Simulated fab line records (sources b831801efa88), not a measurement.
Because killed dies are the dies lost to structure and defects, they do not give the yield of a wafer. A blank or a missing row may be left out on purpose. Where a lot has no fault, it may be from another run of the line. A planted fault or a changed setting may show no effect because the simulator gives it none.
A single fault, viewed from 2 desks	flow sky130	only its own numbers are on each desk; what lay behind them is given at the end

## METROLOGY DESK
What the gauges read for every lot (on any tool): the sampled wafers with a number, averaged. A lot is out of limits, marked OUT, if its mean lies more than 4 standard deviations from the usual mean; the brackets give that distance.
Columns: A = SPACER_CVD_00_THK at SKY_SPACER_THK_MEAS_01, usual 43.2 nm; B = cd nm at SKY_SD_P_CD_MEAS_07, usual 380 nm; C = SD_N_RS at SKY_SD_N_RS_MEAS_16, usual 68.53 ohm/sq
lot	first seen here	A	B	C
L855	day 22 19:43	43.5	378	68.48
L857	day 23 19:53	43.7	379	68.34
L862	day 25 09:28	43.1	380	64.98 (-24) OUT
L865	day 26 12:50	43.6	378	64.64 (-26) OUT
L868	day 27 17:25	42.5	383	68.61
L869	day 28 00:07	43.8	378	68.49
L870	day 30 01:28	42.2	376	68.45
L871	day 30 02:41	43.0	384	68.69
L874	day 30 05:14	43.1	382	68.75
L875	day 30 09:19	43.0	378	68.61
L877	day 30 12:01	43.3	382	68.68
Finding of this desk: L862, L865 out of limits, first seen on L862 at day 30 03:55 (SD_N_RS at SKY_SD_N_RS_MEAS_16). In limits: L855, L857, L868, L869, L870, L871, L874, L875, L877.

## FOR THE TOOL OWNER'S DESK: implanter-03
SKY_SD_N_IMPLANT_09, tool's own readings: per-lot mean of the sampled wafers with a number, covering each lot this tool ran. A lot is out of limits, marked OUT, if its mean lies more than 4 standard deviations from the usual mean; the brackets give that distance.
Columns: A = beam on s at SKY_SD_N_IMPLANT_09, usual 16.2 s; B = dose ions cm2 at SKY_SD_N_IMPLANT_09, usual 4e+15
lot	first seen here	A	B
L857	day 28 16:34	14.4	4e+15
L862	day 30 03:14	24.4 (+4.1) OUT	7e+15 (+99 or more) OUT
L865	day 31 06:19	24.5 (+4.2) OUT	7e+15 (+99 or more) OUT
L870	day 34 13:14	14.8	4e+15
L874	day 34 17:28	14.6	4e+15
L875	day 34 20:56	14.5	4e+15
L877	day 34 23:44	14.7	4e+15
This desk's finding: out of limits on L862, L865; first on L862, day 30 03:14 (beam on s at SKY_SD_N_IMPLANT_09). In limits: L857, L870, L874, L875, L877.

## TAKEN TOGETHER
The tool owner's desk could have raised an alarm at day 30 03:14, on L862, L865.
An alarm was possible from the metrology desk at day 30 03:55, on L862, L865.
The lots listed all ran SKY_SD_N_IMPLANT_09 on implanter-03.

## WHAT THE SIMULATOR HAD INSERTED
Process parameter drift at SKY_SD_N_IMPLANT_09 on implanter-03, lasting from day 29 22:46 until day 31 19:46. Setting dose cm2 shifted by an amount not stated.
Lots struck among those shown: L862, L865.
Time in hours from fault onset to the first out-of-limits reading at each desk: tool owner's desk 4, metrology desk 5.
